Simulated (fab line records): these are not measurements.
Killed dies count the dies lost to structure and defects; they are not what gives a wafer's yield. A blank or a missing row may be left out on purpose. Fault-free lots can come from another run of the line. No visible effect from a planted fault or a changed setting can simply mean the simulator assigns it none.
Chamber matching || flow gf180mcu || GF_V3_ETCH_16 on rie-diel-04: 4 sister chambers
The step etches BARC in N2/H2. 7 wafers are shown with their chamber, then 10 later ones without.

WAFERS WITH THEIR CHAMBER
{"wafer": "L081.4", "chamber": 3, "drypump-motor-current-A (A)": 4.9, "throttle-valve-pct (%)": 13.238}
{"wafer": "L085.5", "chamber": 0, "drypump-motor-current-A (A)": 4.9, "throttle-valve-pct (%)": 13.216}
{"wafer": "L091.6", "chamber": 0, "drypump-motor-current-A (A)": 4.9, "throttle-valve-pct (%)": 13.229}
{"wafer": "L092.3", "chamber": 1, "drypump-motor-current-A (A)": 5.5, "throttle-valve-pct (%)": 13.224}
{"wafer": "L092.4", "chamber": 2, "drypump-motor-current-A (A)": 6.5, "throttle-valve-pct (%)": 13.242}
{"wafer": "L094.1", "chamber": 2, "drypump-motor-current-A (A)": 6.6, "throttle-valve-pct (%)": 13.231}
{"wafer": "L094.2", "chamber": 1, "drypump-motor-current-A (A)": 5.5, "throttle-valve-pct (%)": 13.243}

WAFERS WITH NO CHAMBER GIVEN
{"wafer": "L094.6", "drypump-motor-current-A (A)": 5.0, "throttle-valve-pct (%)": 13.237}
{"wafer": "L095.1", "drypump-motor-current-A (A)": 5.5, "throttle-valve-pct (%)": 13.227}
{"wafer": "L095.2", "drypump-motor-current-A (A)": 6.6, "throttle-valve-pct (%)": 13.228}
{"wafer": "L095.4", "drypump-motor-current-A (A)": 6.6, "throttle-valve-pct (%)": 13.230}
{"wafer": "L096.1", "drypump-motor-current-A (A)": 5.0, "throttle-valve-pct (%)": 13.228}
{"wafer": "L096.3", "drypump-motor-current-A (A)": 6.6, "throttle-valve-pct (%)": 13.242}
{"wafer": "L096.5", "drypump-motor-current-A (A)": 5.5, "throttle-valve-pct (%)": 13.245}
{"wafer": "L097.2", "drypump-motor-current-A (A)": 4.9, "throttle-valve-pct (%)": 13.231}
{"wafer": "L097.3", "drypump-motor-current-A (A)": 6.6, "throttle-valve-pct (%)": 13.217}
{"wafer": "L097.6", "drypump-motor-current-A (A)": 4.9, "throttle-valve-pct (%)": 13.228}

THE CHAMBER EACH PASSED THROUGH
{"wafer": "L094.6", "from the rows above": "can't be placed: 3 or 0", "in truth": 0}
{"wafer": "L095.1", "from the rows above": 1, "in truth": 1}
{"wafer": "L095.2", "from the rows above": 2, "in truth": 2}
{"wafer": "L095.4", "from the rows above": 2, "in truth": 2}
{"wafer": "L096.1", "from the rows above": "can't be placed: 0 or 3", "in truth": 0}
{"wafer": "L096.3", "from the rows above": 2, "in truth": 2}
{"wafer": "L096.5", "from the rows above": 1, "in truth": 1}
{"wafer": "L097.2", "from the rows above": "can't be placed: 3 or 0", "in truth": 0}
{"wafer": "L097.3", "from the rows above": 2, "in truth": 2}
{"wafer": "L097.6", "from the rows above": "can't be placed: 0 or 3", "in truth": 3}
6 of 10 placed correctly. Not placeable from these rows: 4 (in 4, the candidates include the true chamber). 0 placed wrongly.
How it was worked out, from the rows above alone: a wafer's distance from a chamber is the root of the sum, over the readings, of the square of ((its reading less the chamber's mean) divided by the reading's scatter). If the next closest chamber is less than 2 further off than the closest, the wafer can't be placed; otherwise it belongs to the closest. The mean given for a chamber averages the wafers shown for that chamber. The scatter: the root of (the sum of the squares of (reading less its chamber's mean) over the shown wafers, divided by (wafers less chambers)).
